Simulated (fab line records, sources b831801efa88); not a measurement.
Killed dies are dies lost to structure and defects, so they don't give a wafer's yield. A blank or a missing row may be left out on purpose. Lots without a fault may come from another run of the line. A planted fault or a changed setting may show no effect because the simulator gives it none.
Which tool did it? | flow gf180mcu | 12 lots, 36 wafers sampled, at 3 steps of a route of 602

WHAT THE GAUGES READ, wafer by wafer
GF_V4_THK_MEAS_03.
lot  | measured     | on            | V4_CVD_02_THK (nm)
L998 | day 23 19:01 | film_metro-02 | 866 860 873
L100 | day 24 03:50 | film_metro-02 | 851 860 870
L101 | day 24 18:53 | film_metro-01 | 868 858 862
L102 | day 25 01:16 | film_metro-04 | 870 866 860
L103 | day 25 02:45 | film_metro-01 | 846 859 875
L104 | day 25 13:00 | film_metro-02 | 860 879 873
L105 | day 25 22:17 | film_metro-01 | 872 884 872
L106 | day 26 04:52 | film_metro-04 | 860 849 865
L107 | day 26 10:36 | film_metro-04 | 861 869 890
L108 | day 26 19:05 | film_metro-02 | 851 866 857
L113 | day 28 08:17 | film_metro-04 | 851 847 859
L118 | day 29 19:21 | film_metro-04 | 847 844 859

WHICH TOOL RAN EACH LOT (tool, then ch and the chambers of the sampled wafers, then the start)
lot  | GF_M3_SPUTTER_04             | GF_M4_SPUTTER_02
L998 | pvd_sputter-02, day 20 17:56 | pvd_sputter-01, day 22 19:28
L100 | pvd_sputter-02, day 21 02:57 | pvd_sputter-01, day 23 04:13
L101 | pvd_sputter-03, day 21 18:44 | pvd_sputter-01, day 23 19:22
L102 | pvd_sputter-02, day 22 00:49 | pvd_sputter-04, day 24 01:40
L103 | pvd_sputter-01, day 22 02:45 | pvd_sputter-01, day 24 04:18
L104 | pvd_sputter-01, day 22 13:23 | pvd_sputter-02, day 24 14:19
L105 | pvd_sputter-01, day 22 23:39 | pvd_sputter-01, day 24 23:23
L106 | pvd_sputter-01, day 23 06:34 | pvd_sputter-04, day 25 06:32
L107 | pvd_sputter-02, day 23 14:55 | pvd_sputter-01, day 25 12:23
L108 | pvd_sputter-03, day 23 23:18 | pvd_sputter-01, day 25 21:31
L113 | pvd_sputter-03, day 25 16:36 | pvd_sputter-02, day 27 12:01
L118 | pvd_sputter-02, day 27 01:42 | pvd_sputter-01, day 29 00:42
- GF_M3_SPUTTER_04: material TiN, target thk 50 nm, time 41.7 s.
- GF_M4_SPUTTER_02: material AlCu, target thk 450 nm, time 23.9 s.

WHAT THE TOOLS THEMSELVES READ (means of the sampled wafers that have a number; where no wafer has one, the mark that the record gives instead)
GF_M3_SPUTTER_04.
lot  | tool           | throttle_valve_pct (%)
L998 | pvd_sputter-02 | 30.0
L100 | pvd_sputter-02 | 30.1
L101 | pvd_sputter-03 | 30.9
L102 | pvd_sputter-02 | 29.9
L103 | pvd_sputter-01 | 30.2
L104 | pvd_sputter-01 | 29.3
L105 | pvd_sputter-01 | 29.6
L106 | pvd_sputter-01 | 30.3
L107 | pvd_sputter-02 | 30.1
L108 | pvd_sputter-03 | 31.5
L113 | pvd_sputter-03 | 31.0
L118 | pvd_sputter-02 | 29.7

GF_M4_SPUTTER_02.
lot  | tool           | throttle_valve_pct (%)
L998 | pvd_sputter-01 | 30.0
L100 | pvd_sputter-01 | 30.0
L101 | pvd_sputter-01 | 29.9
L102 | pvd_sputter-04 | 30.2
L103 | pvd_sputter-01 | 29.4
L104 | pvd_sputter-02 | 29.9
L105 | pvd_sputter-01 | 29.8
L106 | pvd_sputter-04 | 29.9
L107 | pvd_sputter-01 | 30.0
L108 | pvd_sputter-01 | 30.0
L113 | pvd_sputter-02 | 30.2
L118 | pvd_sputter-01 | 29.6

THE ANSWER, worked out from the rows above alone
Rule: what is usual is taken from the lots themselves. Put in order of their means at a reading, lots are off if they are a third of the lots or fewer, leave a main group of 4 or more, and stand apart from it by a gap of 3 or more times the standard deviation of the main group's means; of several such gaps the widest counts. A main group whose means are all the same, to the digits that the tables above print for the reading, isn't used. A lot without any number at a reading at which 4 lots or more have one is off too. The other lots that the step has rows for count as sound. The gauges are gone through in route order, then the tools' own readings, and for those a lot's mean is taken as printed above. The first step at which some lot is off is used, and at that step the reading that is off furthest; a lot without a number counts as furthest.
No lot is off at any reading shown: from this, nothing can be told.

WHAT THE SIMULATOR HAD PUT IN
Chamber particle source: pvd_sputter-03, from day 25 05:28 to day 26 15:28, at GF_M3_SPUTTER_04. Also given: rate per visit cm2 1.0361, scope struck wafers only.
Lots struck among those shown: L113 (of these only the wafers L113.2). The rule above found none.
